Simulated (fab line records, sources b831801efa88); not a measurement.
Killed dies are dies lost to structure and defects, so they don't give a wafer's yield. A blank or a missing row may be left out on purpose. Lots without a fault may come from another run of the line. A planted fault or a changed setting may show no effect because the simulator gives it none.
Tool commonality check | flow sky130 | 12 lots, 36 wafers sampled

WHY IT WAS OPENED
At SKY_NWELL_RS_MEAS_29 the reading NWELL_RS is flagged on 2 of 12 lots. Wafers without a fault read 624.6 ohm/sq, standard deviation 1.5.
Rule: a lot is flagged when every wafer of it that has a number lies more than 4 standard deviations from that mean, or none has a number. The other lots count as sound.

lot  | measured     | on            | NWELL_RS (ohm/sq), wafer by wafer | flag
L749 | day 5 21:20  | film_metro-04 | 625.1 625.4 625.1                 |
L750 | day 5 21:55  | film_metro-02 | 624.8 625.8 624.8                 |
L751 | day 6 04:29  | film_metro-04 | 627.1 627.2 626.6                 |
L753 | day 6 12:40  | film_metro-04 | 625.5 624.7 624.8                 |
L754 | day 6 18:56  | film_metro-03 | 623.1 626.9 626.3                 |
L757 | day 7 12:22  | film_metro-02 | 623.0 621.1 622.9                 |
L762 | day 9 02:51  | film_metro-03 | 641.7 642.7 643.2                 | FLAGGED
L763 | day 9 07:01  | film_metro-02 | 640.9 640.0 641.9                 | FLAGGED
L765 | day 9 14:26  | film_metro-02 | 625.3 625.3 624.7                 |
L767 | day 10 05:58 | film_metro-04 | 625.6 625.3 625.6                 |
L769 | day 10 16:48 | film_metro-02 | 624.7 624.7 624.1                 |
L771 | day 11 02:23 | film_metro-04 | 625.2 623.7 625.2                 |
The numbers of the flagged lots are 641.7 ohm/sq on average: +17.1 ohm/sq against the usual, or +11 standard deviations.

WHICH TOOL RAN EACH LOT
The record holds 1 process step before the reading, out of a route of 708 steps. In each cell: the tool, then ch and the chambers that the sampled wafers went through, then the start.
lot  | flag    | SKY_NWELL_IMPLANT_11
L749 |         | implanter-02 ch 0, day 5 03:02
L750 |         | implanter-04 ch 0, day 5 03:57
L751 |         | implanter-04 ch 0, day 5 10:25
L753 |         | implanter-02 ch 0, day 5 17:35
L754 |         | implanter-04 ch 0, day 5 22:56
L757 |         | implanter-02 ch 0, day 6 16:32
L762 | FLAGGED | implanter-04 ch 0, day 8 04:44
L763 | FLAGGED | implanter-04 ch 0, day 8 09:24
L765 |         | implanter-02 ch 0, day 8 15:32
L767 |         | implanter-02 ch 0, day 9 07:07
L769 |         | implanter-02 ch 0, day 9 17:35
L771 |         | implanter-02 ch 0, day 10 02:38
What these steps do:
- SKY_NWELL_IMPLANT_11
- SKY_NWELL_RS_MEAS_29: measures by four-point-probe.

FLAGGED OVER TOTAL, TOOL BY TOOL (the gauges that took the reading come last)
step                 | tool          | lots run | flagged | share of the flagged lots | sound lots run after its first flagged lot
SKY_NWELL_IMPLANT_11 | implanter-02  | 7        | 0       | none                      | -
SKY_NWELL_IMPLANT_11 | implanter-04  | 5        | 2       | all                       | 0
SKY_NWELL_RS_MEAS_29 | film_metro-02 | 5        | 1       | some                      | 2 (L765,L769)
SKY_NWELL_RS_MEAS_29 | film_metro-03 | 2        | 1       | some                      | 0
SKY_NWELL_RS_MEAS_29 | film_metro-04 | 5        | 0       | none                      | -

WHAT THE TABLE ALLOWS
1 row of the table ran every flagged lot: implanter-04 at SKY_NWELL_IMPLANT_11.
- implanter-04 at SKY_NWELL_IMPLANT_11: 2 of its 5 lots flagged. Its last sound lot is L754 (day 5 22:56), its first flagged lot L762 (day 8 04:44): a fault that began between those two fits. Its own readings lie more than 4 standard deviations out on every wafer of the flagged lots: beam_energy_keV.
One tool is left: implanter-04 at SKY_NWELL_IMPLANT_11.

WHAT THE SIMULATOR HAD PUT IN
Process parameter drift: implanter-04, from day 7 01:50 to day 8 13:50, at SKY_NWELL_IMPLANT_11. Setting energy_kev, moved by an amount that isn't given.
Lots struck among those shown: L762, L763. The rule above found the same.
